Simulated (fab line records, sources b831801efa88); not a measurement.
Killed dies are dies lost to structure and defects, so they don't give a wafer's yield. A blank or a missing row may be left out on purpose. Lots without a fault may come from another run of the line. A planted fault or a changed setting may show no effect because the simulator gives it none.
Split-lot experiment | flow sfq_line | 5 lots, 27 wafers read, on a route of 325 steps

THE SPLIT
At SFQ_TRILAYER_I7_DEP_PECVD_183 (deposits SiO2 from SiH4/N2O, time 111.11 s, target thk 500 nm), the setting time_s was moved away from the recipe's 111.11 s on 12 of the 27 wafers read, by -53.9% to +51.2%. The other wafers ran this setting at the recipe's value.

The reading is taken at the split's own step.

THE READING
SiO2_of_TRILAYER_I7_DEP_PECVD_183.thk_nm (the simulator's own value, which no gauge read), in nm, at SFQ_TRILAYER_I7_DEP_PECVD_183 (deposits SiO2 from SiH4/N2O, time 111.11 s, target thk 500 nm). The file gives no usual value for it. The 15 wafers here that ran the recipe average 499.0 nm, standard deviation 6.4 nm.

wafer  | tool, chamber at the split | time_s as run, s | against the recipe | SiO2_of_TRILAYER_I7_DEP_PECVD_183.thk_nm, nm | against lot-mates on the recipe
L075.1 | pecvd-01, 2                | 111.11           | recipe             | 490                                          | -
L075.2 | pecvd-01, 1                | 111.11           | recipe             | 502.5                                        | -
L075.3 | pecvd-01, 0                | 168              | +51.2%             | 738.8                                        | +239.4
L075.4 | pecvd-01, 0                | 168              | +51.2%             | 756.6                                        | +257.2
L075.5 | pecvd-01, 2                | 168              | +51.2%             | 755.8                                        | +256.4
L075.6 | pecvd-01, 1                | 111.11           | recipe             | 505.7                                        | -
L078.1 | pecvd-04, 1                | 51.19            | -53.9%             | 222.7                                        | -274.9
L078.2 | pecvd-04, 2                | 111.11           | recipe             | 495.1                                        | -
L078.3 | pecvd-04, 0                | 51.19            | -53.9%             | 221.5                                        | -276.1
L078.4 | pecvd-04, 0                | 51.19            | -53.9%             | 230.7                                        | -266.9
L078.5 | pecvd-04, 1                | 111.11           | recipe             | 492.2                                        | -
L078.6 | pecvd-04, 2                | 111.11           | recipe             | 505.4                                        | -
L079.1 | pecvd-01, 0                | 165.1            | +48.6%             | 737.5                                        | +231.5
L079.2 | pecvd-01, 1                | 165.1            | +48.6%             | 745.9                                        | +239.9
L079.3 | pecvd-01, 2                | 165.1            | +48.6%             | 730.2                                        | +224.2
L079.4 | pecvd-01, 0                | 111.11           | recipe             | 507.6                                        | -
L079.5 | pecvd-01, 2                | 111.11           | recipe             | 498.9                                        | -
L079.6 | pecvd-01, 1                | 111.11           | recipe             | 511.5                                        | -
L080.1 | pecvd-04, 1                | 111.11           | recipe             | 489.4                                        | -
L080.3 | pecvd-04, 0                | 111.11           | recipe             | 495.5                                        | -
L080.6 | pecvd-04, 1                | 111.11           | recipe             | 499.2                                        | -
L082.1 | pecvd-01, 2                | 163.8            | +47.4%             | 721.2                                        | +223.6
L082.2 | pecvd-01, 0                | 111.11           | recipe             | 492.4                                        | -
L082.3 | pecvd-01, 1                | 111.11           | recipe             | 499.8                                        | -
L082.4 | pecvd-01, 1                | 163.8            | +47.4%             | 739.9                                        | +242.3
L082.5 | pecvd-01, 0                | 111.11           | recipe             | 500.5                                        | -
L082.6 | pecvd-01, 2                | 163.8            | +47.4%             | 731.2                                        | +233.6

THE FIT
A straight line over all 27 wafers: SiO2_of_TRILAYER_I7_DEP_PECVD_183.thk_nm changes by +4.97 nm for each +1% of time_s; r = +1.00; the points scatter about the line by 7.2 nm.
The same after taking each lot's own level away (the mean of its wafers on the recipe; 27 wafers): +4.94 nm for each +1%; r = +1.00; scatter 6.9 nm.
On that fit, the largest move of time_s shifts the reading by 2.7e+02 nm.
The lots' own levels span 494.70 to 506.00 nm, that is 1.8 times the standard deviation above.
So the lot-to-lot level changes the slope little: the two slopes agree.
Check: with one of the wafers moved furthest among these (-53.9%) left out of the fit, the line predicts -267 nm for it against its lot-mates. It came out at -275 nm against them.

OTHER SPLITS ON THESE WAFERS
These wafers also went through other splits before the reading. Each is held against what the fit with the lots' levels taken away leaves over:
other split on the same wafers                    | wafers away from the commonest value | r with SiO2_of_TRILAYER_I7_DEP_PECVD_183.thk_nm (lot level and that fit taken away)
SFQ_TRILAYER_R5_DEP_SPUTTER_134 time_s            | 12                                   | +0.27
SFQ_TRILAYER_C5_BARC_OPEN_VIA_ETCH_210 time_s     | 9                                    | -0.23
SFQ_TRILAYER_I6_VIA_BARC_OPEN_VIA_ETCH_235 time_s | 9                                    | +0.10

THE WHOLE CHAIN: every reading that the file lists as answering this split, in the file's order
step                          | what it does                                                  | reading                                                                                   | change (the file's fit)              | r (the file's)
SFQ_TRILAYER_I7_DEP_PECVD_183 | deposits SiO2 from SiH4/N2O, time 111.11 s, target thk 500 nm | SiO2_of_TRILAYER_I7_DEP_PECVD_183.thk_nm (the simulator's own value, which no gauge read) | +4.92 nm for each +1% of the setting | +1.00
SFQ_TRILAYER_I7_CMP_CMP_184   | polishes SiO2                                                 | time_to_endpoint_s                                                                        | withheld for each +1% of the setting | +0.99

THE FILE'S OWN FIT
SiO2_of_TRILAYER_I7_DEP_PECVD_183.thk_nm changes by +4.92 nm for each +1% of time_s, r = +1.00.
